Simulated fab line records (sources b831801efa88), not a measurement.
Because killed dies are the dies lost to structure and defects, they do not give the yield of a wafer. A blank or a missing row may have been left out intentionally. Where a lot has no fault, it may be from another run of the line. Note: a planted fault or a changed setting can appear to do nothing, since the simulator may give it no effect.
fab line records + flow sky130
record
- lots=12
- wafers=36
- lastDay=50
route steps=708 shown VIA1@460 VIA4@656 PASSIVATION@693 PAD_OPEN@707
lots that met no fault: from a run of the same line without faults
startH: start of the lot's first displayed wafer, in hours after the record's first day + waitH: how many hours have passed since the lot's step before this one + " unchanged from the row above + L1.1+2: several wafers, shown together as one row + - no value, or no start was given + * or withheld: withheld + < > ~ a bound
route shown NAME@n: NAME is a module with steps in the file, n the number in the route of the first one + usual: mean/standard deviation of fault-free wafers + same: alike in all rows + chamber/n: place in a boat + sites: per-site readings + _std_site: standard deviation of those values + _edge_site: mean of outer sites minus mean of inner sites + radiusMm: how far each site lies from the wafer's centre + mask NAME#n: copy n + behind: the tool/chamber that last shaped the wafer + hold: what put the lot on hold/how long, in hours/how the hold closed + device: the n, p or np transistor that did not switch + end of line: the tests these same wafers got at the end of their route + a step without rows: its recipe alone + killed: not the wafer's yield, but the dies lost to structure and defects at the first sort + map: the dies of a wafer, with x for killed, . for not killed, _ for no die there
set.NAME: the run value of the setting; set.NAME@STEP: its run value at that earlier step + model.NAME: the simulator's own value behind a step, which no gauge read
one table for each step of the route and one row for each wafer, over a sample of lots
services: from which hour (startH, from the record's first day; less than 0 if before it) a tool's chamber was out of use, for how many hours, and why
## steps
# step SKY_VIA1_CMP_02
# recipe
- material=SiO2
- downForcePsi=4
- platenRpm=60
- padVelocityMS=0.94248
# usual
- motorCurrentA=12.6/1
- platenRpm=60.00/0.039
| lot.wafer | tool   | chamber | startH | waitH | motorCurrentA | platenRpm |
|-----------|--------|---------|--------|-------|---------------|-----------|
| L692.3    | cmp-01 | 2       | 771.20 | 0.0   | 13.2          | 59.98     |
| L692.2    | "      | 0       | "      | "     | 15.3          | 59.98     |
| L692.4    | "      | 1       | "      | "     | 13.2          | 59.97     |
| L693.1    | cmp-02 | 3       | 773.55 | 0.1   | 12.4          | 59.93     |
| L693.6    | "      | 3       | "      | "     | 12.8          | 60.01     |
| L693.5    | "      | 0       | "      | "     | 13.4          | 59.94     |
| L694.3    | cmp-01 | 1       | 783.33 | 0.0   | 12.7          | 60.03     |
| L694.1    | "      | 2       | "      | "     | 12.5          | 60.02     |
| L694.5    | "      | 1       | "      | "     | 12.9          | 59.97     |
| L697.4    | cmp-01 | 2       | 799.78 | 0.1   | 12.3          | 59.99     |
| L697.3    | "      | 3       | "      | "     | 11.5          | 60.03     |
| L697.5    | "      | 1       | "      | "     | 12.9          | 59.92     |
| L700.3    | cmp-02 | 3       | 826.12 | 0.1   | 12.7          | 59.99     |
| L700.5    | "      | 1       | "      | "     | 10.7          | 60.02     |
| L700.6    | "      | 2       | "      | "     | 11.1          | 59.98     |
| L701.4    | cmp-01 | 3       | 841.28 | 0.1   | 12.1          | 60.05     |
| L701.3    | "      | 1       | "      | "     | 13.7          | 59.97     |
| L701.6    | "      | 2       | "      | "     | 12.9          | 60.00     |
| L704.1    | cmp-02 | 2       | 852.15 | 0.2   | 11.3          | 60.05     |
| L704.6    | "      | 3       | "      | "     | 12.6          | 59.97     |
| L704.5    | "      | 0       | "      | "     | 13.6          | 60.01     |
| L706.3    | cmp-02 | 2       | 871.71 | 0.1   | 11.7          | 59.97     |
| L706.5    | "      | 1       | "      | "     | 11.0          | 60.00     |
| L706.6    | "      | 2       | "      | "     | 12.4          | 60.03     |
| L709.1    | cmp-02 | 3       | 895.03 | 0.1   | 13.1          | 60.10     |
| L709.3    | "      | 2       | "      | "     | 11.6          | 59.99     |
| L709.6    | "      | 0       | "      | "     | 13.6          | 60.02     |
| L711.1    | cmp-02 | 2       | 919.97 | 0.3   | 12.2          | 59.97     |
| L711.5    | "      | 0       | "      | "     | 13.7          | 60.02     |
| L711.6    | "      | 1       | "      | "     | 11.5          | 59.90     |
| L714.3    | cmp-02 | 3       | 927.19 | 0.1   | 12.8          | 60.05     |
| L714.4    | "      | 1       | "      | "     | 11.2          | 60.00     |
| L714.5    | "      | 3       | "      | "     | 13.1          | 59.95     |
| L715.1    | cmp-02 | 1       | 945.54 | 0.1   | 11.5          | 60.01     |
| L715.3    | "      | 2       | "      | "     | 11.4          | 60.05     |
| L715.5    | "      | 1       | "      | "     | 11.7          | 60.06     |
# step SKY_VIA4_SPUTTER_17
# recipe
- material=TiN
- targetThkNm=20
- chamberPressurePa=5
- powerW=4000
- timeS=80
# usual
- throttleValvePct=29.6/0.98
| lot.wafer | tool          | chamber | startH  | waitH | throttleValvePct |
|-----------|---------------|---------|---------|-------|------------------|
| L692.2    | pvdSputter-03 | -       | 1013.73 | 0.0   | 28.7             |
| L692.3    | "             | -       | "       | "     | 28.8             |
| L692.4    | "             | -       | "       | "     | 29.8             |
| L693.1    | pvdSputter-03 | -       | 1015.53 | 0.0   | 29.4             |
| L693.5    | "             | -       | "       | "     | 30.2             |
| L693.6    | "             | -       | "       | "     | 29.7             |
| L694.1    | pvdSputter-02 | -       | 1022.03 | 0.0   | 28.7             |
| L694.3    | "             | -       | "       | "     | 28.7             |
| L694.5    | "             | -       | "       | "     | 30.4             |
| L697.3    | pvdSputter-03 | -       | 1035.13 | 0.0   | 29.1             |
| L697.4    | "             | -       | "       | "     | 29.9             |
| L697.5    | "             | -       | "       | "     | 29.5             |
| L700.3    | pvdSputter-04 | -       | 1057.68 | 0.0   | 30.4             |
| L700.5    | "             | -       | "       | "     | 30.3             |
| L700.6    | "             | -       | "       | "     | 31.1             |
| L701.3    | pvdSputter-02 | -       | 1069.07 | 0.0   | 28.3             |
| L701.4    | "             | -       | "       | "     | 30.3             |
| L701.6    | "             | -       | "       | "     | 30.3             |
| L704.1    | pvdSputter-03 | -       | 1079.98 | 0.0   | 30.1             |
| L704.5    | "             | -       | "       | "     | 29.8             |
| L704.6    | "             | -       | "       | "     | 28.9             |
| L706.3    | pvdSputter-04 | -       | 1094.99 | 0.0   | 31.7             |
| L706.5    | "             | -       | "       | "     | 30.3             |
| L706.6    | "             | -       | "       | "     | 31.1             |
| L709.1    | pvdSputter-03 | -       | 1112.11 | 0.0   | 30.0             |
| L709.3    | "             | -       | "       | "     | 28.9             |
| L709.6    | "             | -       | "       | "     | 28.8             |
| L711.1    | pvdSputter-03 | -       | 1132.64 | 0.0   | 30.2             |
| L711.5    | "             | -       | "       | "     | 28.6             |
| L711.6    | "             | -       | "       | "     | 30.1             |
| L714.3    | pvdSputter-03 | -       | 1137.92 | 0.0   | 29.5             |
| L714.4    | "             | -       | "       | "     | 29.1             |
| L714.5    | "             | -       | "       | "     | 29.2             |
| L715.1    | pvdSputter-02 | -       | 1151.95 | 0.0   | 30.4             |
| L715.3    | "             | -       | "       | "     | 28.6             |
| L715.5    | "             | -       | "       | "     | 28.5             |
# step SKY_PASSIVATION_STRIP_12
# recipe
- chemistry=O2/N2
- powerW=1400
- pressureMtorr=1500
- platenTempC=withheld
- overashFraction=0.7
- o2FlowSccm=3000
- n2FlowSccm=300
# usual
- drypumpMotorCurrentA=5.6/0.32
- oesProductAu=0.661/0.0045
- stripTimeToEndpointS=31.57/0.12
| lot.wafer | tool           | chamber | startH  | waitH | drypumpMotorCurrentA | oesProductAu | rfHoursCounterH | stripTimeToEndpointS |
|-----------|----------------|---------|---------|-------|----------------------|--------------|-----------------|----------------------|
| L692.2    | plasmaAsher-01 | 1       | 1060.09 | 0.1   | 6.1                  | 0.662        | 89              | 31.59                |
| L692.3    | "              | 1       | "       | "     | 6.1                  | 0.662        | -               | 31.30                |
| L692.4    | "              | 0       | "       | "     | 5.7                  | 0.661        | -               | 31.66                |
| L693.1    | plasmaAsher-03 | 1       | 1062.58 | 0.1   | 5.7                  | 0.660        | 61              | 31.66                |
| L693.5    | "              | 1       | "       | "     | 5.7                  | 0.653        | -               | 31.39                |
| L693.6    | "              | 0       | "       | "     | 5.2                  | 0.666        | -               | 31.51                |
| L694.1    | plasmaAsher-04 | 1       | 1067.84 | 0.1   | 5.7                  | 0.665        | 0               | 31.36                |
| L694.3    | "              | 0       | "       | "     | 5.2                  | 0.662        | -               | 31.49                |
| L694.5    | "              | 0       | "       | "     | 5.2                  | 0.654        | -               | 31.45                |
| L697.3    | plasmaAsher-03 | 0       | 1080.41 | 0.1   | 5.2                  | 0.666        | -               | 31.86                |
| L697.4    | "              | 1       | "       | "     | 5.7                  | 0.658        | -               | 31.97                |
| L697.5    | "              | 1       | "       | "     | 5.7                  | 0.662        | -               | 31.92                |
| L700.3    | plasmaAsher-03 | 1       | 1102.16 | 0.1   | 5.7                  | 0.666        | -               | 31.57                |
| L700.5    | "              | 0       | "       | "     | 5.2                  | 0.665        | -               | 31.65                |
| L700.6    | "              | 1       | "       | "     | 5.7                  | 0.665        | -               | 31.67                |
| L701.3    | plasmaAsher-04 | 0       | 1112.66 | 0.1   | 5.2                  | 0.660        | -               | 31.46                |
| L701.4    | "              | 1       | "       | "     | 5.7                  | 0.661        | -               | 31.38                |
| L701.6    | "              | 1       | "       | "     | 5.7                  | 0.659        | -               | 31.52                |
| L704.1    | plasmaAsher-03 | 0       | 1123.04 | 0.1   | 5.2                  | 0.668        | 67              | 31.63                |
| L704.5    | "              | 1       | "       | "     | 5.7                  | 0.657        | -               | 31.61                |
| L704.6    | "              | 0       | "       | "     | 5.2                  | 0.662        | -               | 31.62                |
| L706.3    | plasmaAsher-04 | 1       | 1136.32 | 0.1   | 5.7                  | 0.658        | -               | 31.50                |
| L706.5    | "              | 0       | "       | "     | 5.2                  | 0.659        | -               | 31.41                |
| L706.6    | "              | 1       | "       | "     | 5.7                  | 0.660        | -               | 31.49                |
| L709.1    | plasmaAsher-01 | 1       | 1152.33 | 0.1   | 6.1                  | 0.654        | 99              | 31.45                |
| L709.3    | "              | 0       | "       | "     | 5.7                  | 0.665        | -               | 31.49                |
| L709.6    | "              | 1       | "       | "     | 6.1                  | 0.658        | -               | 31.58                |
| L711.1    | plasmaAsher-01 | 0       | 1171.28 | 0.1   | 5.7                  | 0.661        | 101             | 31.71                |
| L711.5    | "              | 1       | "       | "     | 6.1                  | 0.664        | -               | 31.65                |
| L711.6    | "              | 0       | "       | "     | 5.7                  | 0.666        | -               | 31.49                |
| L714.3    | plasmaAsher-01 | 1       | 1174.22 | 0.1   | 6.1                  | 0.660        | -               | 31.40                |
| L714.4    | "              | 0       | "       | "     | 5.8                  | 0.651        | -               | 31.59                |
| L714.5    | "              | 1       | "       | "     | 6.1                  | 0.654        | -               | 31.44                |
| L715.1    | plasmaAsher-04 | 1       | 1187.18 | 0.1   | 5.7                  | 0.662        | 7               | 31.88                |
| L715.3    | "              | 1       | "       | "     | 5.7                  | 0.663        | -               | 31.63                |
| L715.5    | "              | 1       | "       | "     | 5.6                  | 0.661        | -               | 31.51                |
# step SKY_PAD_OPEN_BOW_MEAS_13
# recipe
- mode=bow
# usual
- PAD_OPEN_BOW=47/10
| lot.wafer | tool         | chamber | startH  | waitH | PAD_OPEN_BOW[um] |
|-----------|--------------|---------|---------|-------|------------------|
| L692.2    | filmMetro-01 | -       | 1083.55 | -     | 39               |
| L692.3    | "            | -       | "       | "     | 39               |
| L692.4    | "            | -       | "       | "     | 52               |
| L693.1    | filmMetro-01 | -       | 1086.08 | -     | 51               |
| L693.5    | "            | -       | "       | "     | 53               |
| L693.6    | "            | -       | "       | "     | 37               |
| L694.1    | filmMetro-03 | -       | 1091.19 | -     | 53               |
| L694.3    | "            | -       | "       | "     | 53               |
| L694.5    | "            | -       | "       | "     | 43               |
| L697.3    | filmMetro-03 | -       | 1103.37 | -     | 49               |
| L697.4    | "            | -       | "       | "     | 62               |
| L697.5    | "            | -       | "       | "     | 53               |
| L700.3    | filmMetro-04 | -       | 1123.87 | -     | 51               |
| L700.5    | "            | -       | "       | "     | 57               |
| L700.6    | "            | -       | "       | "     | 63               |
| L701.3    | filmMetro-03 | -       | 1134.53 | -     | 46               |
| L701.4    | "            | -       | "       | "     | 34               |
| L701.6    | "            | -       | "       | "     | 34               |
| L704.1    | filmMetro-01 | -       | 1144.16 | -     | 41               |
| L704.5    | "            | -       | "       | "     | 48               |
| L704.6    | "            | -       | "       | "     | 44               |
| L706.3    | filmMetro-01 | -       | 1156.89 | -     | 48               |
| L706.5    | "            | -       | "       | "     | 48               |
| L706.6    | "            | -       | "       | "     | 40               |
| L709.1    | filmMetro-04 | -       | 1172.08 | -     | 41               |
| L709.3    | "            | -       | "       | "     | 38               |
| L709.6    | "            | -       | "       | "     | 24               |
| L711.1    | filmMetro-01 | -       | 1189.21 | -     | 35               |
| L711.5    | "            | -       | "       | "     | 34               |
| L711.6    | "            | -       | "       | "     | 33               |
| L714.3    | filmMetro-03 | -       | 1192.60 | -     | 64               |
| L714.4    | "            | -       | "       | "     | 49               |
| L714.5    | "            | -       | "       | "     | 44               |
| L715.1    | filmMetro-03 | -       | 1203.86 | -     | 40               |
| L715.3    | "            | -       | "       | "     | 47               |
| L715.5    | "            | -       | "       | "     | 44               |
# step SKY_PAD_OPEN_PROBE_99
# usual
- defectLimitedYield=82.2/1.9
- killed_at_M0_to_M3=43/6.3
- killed_at_M4_up=3.3/1.7
- killedAtContacts=24/5.4
- killedAtFrontEnd=16/4.6
- killedAtOther=0.4/0.7
- killedDies=87/9.4
- killedOnRim=17/3.9
- killedOpen=47/6.9
- killedShort=39/6.1
- sort_bin_3_pad_short=0.9/0.45
- sort_bin_5_function=10.6/1.5
- sort_bin_6_memory=6.3/1.2
- sortNPass=405/9.4
- sortYieldPct=82.2/1.9
# same
- grossDies=492
- killedAtBackSide=0
- sort_bin_4_leakage[%]=0
- sort_bin_8_speed[%]=0
| lot.wafer | tool      | chamber | startH  | waitH | defectLimitedYield[%] | killed_at_M0_to_M3 | killed_at_M4_up | killedAtContacts | killedAtFrontEnd | killedAtOther | killedDies | killedOnRim | killedOpen | killedShort | sort_bin_3_pad_short[%] | sort_bin_5_function[%] | sort_bin_6_memory[%] | sortNPass | sortYieldPct[%] |
|-----------|-----------|---------|---------|-------|-----------------------|--------------------|-----------------|------------------|------------------|---------------|------------|-------------|------------|-------------|-------------------------|------------------------|----------------------|-----------|-----------------|
| L694.1    | prober-01 | -       | 1091.31 | 0.1   | 81.9                  | 49                 | 4               | 21               | 15               | 0             | 89         | 15          | 52         | 35          | 0.6                     | 11.6                   | 5.9                  | 403       | 81.9            |
| L694.3    | prober-01 | -       | 1091.41 | 0.2   | 81.1                  | 50                 | 5               | 21               | 17               | 0             | 93         | 25          | 60         | 33          | 0.6                     | 11.6                   | 6.7                  | 399       | 81.1            |
| L694.5    | prober-01 | -       | 1091.51 | 0.2   | 78.7                  | 44                 | 5               | 38               | 18               | 0             | 105        | 24          | 55         | 48          | 1.4                     | 11.4                   | 8.5                  | 387       | 78.7            |
| L701.3    | prober-02 | -       | 1134.71 | 0.2   | 79.1                  | 53                 | 2               | 31               | 14               | 3             | 103        | 13          | 62         | 41          | 0.8                     | 11.6                   | 8.5                  | 389       | 79.1            |
| L701.4    | prober-02 | -       | 1134.76 | 0.2   | 81.7                  | 46                 | 3               | 26               | 14               | 1             | 90         | 22          | 52         | 38          | 0.4                     | 11.6                   | 6.3                  | 402       | 81.7            |
| L701.6    | prober-02 | -       | 1134.86 | 0.2   | 80.7                  | 51                 | 2               | 31               | 11               | 0             | 95         | 17          | 50         | 45          | 0.6                     | 12.6                   | 6.1                  | 397       | 80.7            |
| L704.1    | prober-01 | -       | 1144.28 | 0.1   | 81.3                  | 50                 | 3               | 20               | 19               | 0             | 92         | 22          | 52         | 40          | 0.2                     | 10.6                   | 7.9                  | 400       | 81.3            |
| L704.5    | prober-01 | -       | 1144.48 | 0.2   | 82.9                  | 41                 | 7               | 15               | 21               | 0             | 84         | 17          | 40         | 44          | 1.2                     | 8.5                    | 7.3                  | 408       | 82.9            |
| L704.6    | prober-01 | -       | 1144.53 | 0.2   | 82.3                  | 43                 | 1               | 23               | 19               | 1             | 87         | 16          | 47         | 40          | 0.6                     | 10.2                   | 6.9                  | 405       | 82.3            |
| L706.3    | prober-01 | -       | 1157.07 | 0.2   | 83.5                  | 38                 | 3               | 29               | 10               | 1             | 81         | 19          | 47         | 33          | 0.6                     | 8.9                    | 6.9                  | 411       | 83.5            |
| L706.5    | prober-01 | -       | 1157.17 | 0.2   | 80.3                  | 52                 | 6               | 23               | 16               | 0             | 97         | 15          | 50         | 47          | 2.0                     | 10.6                   | 7.1                  | 395       | 80.3            |
| L706.6    | prober-01 | -       | 1157.22 | 0.2   | 82.9                  | 45                 | 4               | 22               | 13               | 0             | 84         | 19          | 45         | 38          | 0.6                     | 10.4                   | 6.1                  | 408       | 82.9            |
| L714.3    | prober-01 | -       | 1192.78 | 0.2   | 58.9                  | 173                | 3               | 13               | 13               | 0             | 202        | 38          | 30         | 28          | 4.5                     | 23.4                   | 13.2                 | 290       | 58.9            |
| L714.4    | prober-01 | -       | 1192.83 | 0.2   | 55.3                  | 177                | 0               | 23               | 20               | 0             | 220        | 39          | 46         | 41          | 2.6                     | 28.5                   | 13.6                 | 272       | 55.3            |
| L714.5    | prober-01 | -       | 1192.88 | 0.2   | 59.8                  | 141                | 5               | 27               | 25               | 0             | 198        | 42          | 49         | 44          | 3.7                     | 24.2                   | 12.4                 | 294       | 59.8            |
| L715.1    | prober-01 | -       | 1203.98 | 0.1   | 58.9                  | 161                | 2               | 21               | 18               | 0             | 202        | 39          | 39         | 36          | 2.8                     | 27.4                   | 10.8                 | 290       | 58.9            |
| L715.3    | prober-01 | -       | 1204.08 | 0.2   | 55.9                  | 169                | 1               | 26               | 20               | 1             | 217        | 37          | 43         | 38          | 3.9                     | 27.6                   | 12.6                 | 275       | 55.9            |
| L715.5    | prober-01 | -       | 1204.18 | 0.2   | 60.2                  | 155                | 2               | 27               | 12               | 0             | 196        | 38          | 35         | 35          | 3.3                     | 24.8                   | 11.8                 | 296       | 60.2            |
# killed by level:class
L694.1 CONTACT:geometricParticle:open=12 VIA2:geometricParticle:open=11 METAL1:geometricParticle:short=8 VIA1:geometricParticle:open=8 VIA3:geometricParticle:open=7 FIELD_ISO:geometricParticle:open=5 LI_CONTACT:geometricParticle:open=5 FIELD_ISO:geometricParticle:short=4
L694.3 VIA1:geometricParticle:open=11 VIA3:geometricParticle:open=10 VIA2:geometricParticle:open=9 LI_CONTACT:geometricParticle:open=9 CONTACT:geometricParticle:open=8 FIELD_ISO:geometricParticle:short=5 POLY_GATE:geometricParticle:short=4 METAL1:geometricParticle:short=4
L694.5 CONTACT:geometricParticle:open=13 CONTACT:geometricParticle:short=12 VIA2:geometricParticle:open=11 VIA1:geometricParticle:open=9 METAL1:geometricParticle:short=7 LI_CONTACT:geometricParticle:open=6 FIELD_ISO:geometricParticle:short=5 METAL4:geometricParticle:short=5
L701.3 VIA2:geometricParticle:open=12 VIA1:geometricParticle:open=12 CONTACT:geometricParticle:open=11 METAL1:geometricParticle:short=8 VIA3:geometricParticle:open=8 LOCAL_INTERCONNECT:geometricParticle:short=7 CONTACT:geometricParticle:short=5 FIELD_ISO:geometricParticle:open=4
L701.4 VIA1:geometricParticle:open=11 LI_CONTACT:geometricParticle:open=10 VIA2:geometricParticle:open=7 VIA3:geometricParticle:open=7 CONTACT:geometricParticle:open=6 CONTACT:geometricParticle:short=5 METAL2:geometricParticle:short=5 VIA1:geometricParticle:short=4
L701.6 CONTACT:geometricParticle:open=13 VIA1:geometricParticle:open=11 CONTACT:geometricParticle:short=10 VIA2:geometricParticle:short=8 VIA2:geometricParticle:open=8 VIA3:geometricParticle:open=6 LOCAL_INTERCONNECT:geometricParticle:short=5 METAL2:geometricParticle:short=5
L704.1 VIA1:geometricParticle:open=12 METAL2:geometricParticle:short=9 CONTACT:geometricParticle:open=8 VIA2:geometricParticle:open=8 VIA3:geometricParticle:open=6 FIELD_ISO:geometricParticle:short=5 POLY_GATE:geometricParticle:open=5 LI_CONTACT:geometricParticle:open=5
L704.5 METAL1:geometricParticle:short=8 VIA1:geometricParticle:open=7 POLY_GATE:geometricParticle:short=6 VIA1:geometricParticle:short=6 METAL2:geometricParticle:short=6 VIA3:geometricParticle:open=5 LI_CONTACT:geometricParticle:open=5 CONTACT:geometricParticle:open=5
L704.6 CONTACT:geometricParticle:open=11 VIA1:geometricParticle:open=7 FIELD_ISO:geometricParticle:open=7 VIA3:geometricParticle:open=7 METAL2:geometricParticle:short=7 FIELD_ISO:geometricParticle:short=5 POLY_GATE:geometricParticle:open=5 METAL1:geometricParticle:short=5
L706.3 VIA3:geometricParticle:open=9 CONTACT:geometricParticle:open=9 LI_CONTACT:geometricParticle:open=8 LOCAL_INTERCONNECT:geometricParticle:short=7 VIA1:geometricParticle:open=5 METAL1:geometricParticle:short=4 VIA2:geometricParticle:open=4 FIELD_ISO:geometricParticle:open=3
L706.5 VIA3:geometricParticle:open=10 VIA1:geometricParticle:open=9 METAL1:geometricParticle:short=9 FIELD_ISO:geometricParticle:short=6 LI_CONTACT:geometricParticle:open=6 LOCAL_INTERCONNECT:geometricParticle:short=6 CONTACT:geometricParticle:open=6 VIA2:geometricParticle:open=6
L706.6 CONTACT:geometricParticle:open=11 VIA2:geometricParticle:open=7 METAL2:geometricParticle:short=7 METAL1:geometricParticle:short=6 VIA1:geometricParticle:open=6 VIA3:geometricParticle:open=6 FIELD_ISO:geometricParticle:short=5 LI_CONTACT:geometricParticle:open=5
L714.3 VIA1:unspecified=144 VIA1:geometricParticle:open=7 VIA3:geometricParticle:open=6 FIELD_ISO:geometricParticle:open=5 POLY_GATE:geometricParticle:short=5 CONTACT:geometricParticle:open=4 VIA1:geometricParticle:short=4 METAL2:geometricParticle:short=3
L714.4 VIA1:unspecified=133 CONTACT:geometricParticle:open=8 VIA1:geometricParticle:open=8 POLY_GATE:geometricParticle:open=7 VIA1:geometricParticle:short=7 LI_CONTACT:geometricParticle:open=5 CONTACT:geometricParticle:short=5 METAL2:geometricParticle:short=5
L714.5 VIA1:unspecified=105 VIA1:geometricParticle:open=10 LI_CONTACT:geometricParticle:open=8 FIELD_ISO:geometricParticle:open=6 FIELD_ISO:geometricParticle:short=5 POLY_GATE:geometricParticle:short=5 VIA2:geometricParticle:open=5 LOCAL_INTERCONNECT:geometricParticle:short=5
L715.1 VIA1:unspecified=127 LI_CONTACT:geometricParticle:open=8 METAL2:geometricParticle:short=8 VIA1:geometricParticle:open=6 FIELD_ISO:geometricParticle:short=5 CONTACT:geometricParticle:open=5 VIA3:geometricParticle:open=5 POLY_GATE:geometricParticle:short=4
L715.3 VIA1:unspecified=135 LI_CONTACT:geometricParticle:open=9 VIA2:geometricParticle:open=7 METAL2:geometricParticle:short=6 FIELD_ISO:geometricParticle:short=5 LI_CONTACT:geometricParticle:short=5 CONTACT:geometricParticle:open=5 FIELD_ISO:geometricParticle:open=4
L715.5 VIA1:unspecified=126 CONTACT:geometricParticle:open=8 LI_CONTACT:geometricParticle:open=7 CONTACT:geometricParticle:short=7 VIA1:geometricParticle:short=7 POLY_GATE:geometricParticle:open=4 METAL2:geometricParticle:short=4 VIA3:geometricParticle:open=4
## services
| tool           | chamber | startH  | hours | kind   |
|----------------|---------|---------|-------|--------|
| cmp-01         | -       | 747.36  | 2.3   | repair |
| plasmaAsher-03 | -       | 749.64  | 1.1   | repair |
| cmp-02         | -       | 767.86  | 0.8   | repair |
| plasmaAsher-03 | -       | 767.87  | 2.1   | repair |
| plasmaAsher-03 | -       | 786.20  | 2.8   | pm     |
| cmp-02         | -       | 811.29  | 5.5   | pm     |
| plasmaAsher-03 | -       | 814.89  | 5.7   | repair |
| plasmaAsher-01 | -       | 818.23  | 2.8   | pm     |
| plasmaAsher-04 | -       | 838.84  | 1.2   | repair |
| pvdSputter-03  | -       | 860.00  | 0.5   | repair |
| cmp-01         | -       | 879.76  | 11.5  | repair |
| plasmaAsher-01 | -       | 901.95  | 2.3   | repair |
| cmp-01         | -       | 904.95  | 2.4   | repair |
| cmp-01         | -       | 912.00  | 4.0   | pm     |
| cmp-01         | -       | 932.72  | 3.7   | repair |
| cmp-02         | -       | 941.84  | 3.0   | repair |
| cmp-02         | -       | 950.30  | 9.6   | repair |
| pvdSputter-03  | -       | 997.14  | 1.0   | repair |
| cmp-02         | -       | 1084.00 | 4.0   | pm     |
| cmp-02         | -       | 1146.40 | 1.1   | repair |
| cmp-02         | -       | 1168.13 | 2.3   | repair |
| pvdSputter-03  | -       | 1178.06 | 0.6   | repair |
| cmp-02         | -       | 1180.29 | 7.1   | pm     |
| pvdSputter-03  | -       | 1185.17 | 1.2   | repair |
## key
firstSign
- step=SKY_PAD_OPEN_PROBE_99
- reading=killed_at_M0_to_M3
- direction=up
- sigmas=19
- usual=43
- struck=163
effect
- step=SKY_PAD_OPEN_PROBE_99
- reading=defectLimitedYield
- direction=down
- sigmas=13
- usual=82.2
- struck=58.2
metAt SKY_VIA1_CMP_02
struckLots L714,L715
notActingAt SKY_VIA4_SPUTTER_17,SKY_PASSIVATION_STRIP_12,SKY_PAD_OPEN_BOW_MEAS_13
onsetBetween 919.97 927.19
alsoFits time
fault
- kind=chamberParticleSource
- tool=cmp-02
- chamber=-
- onsetH=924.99
- steps=SKY_VIA1_CMP_02
- ratePerVisitCm2=0.63418
- endH=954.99
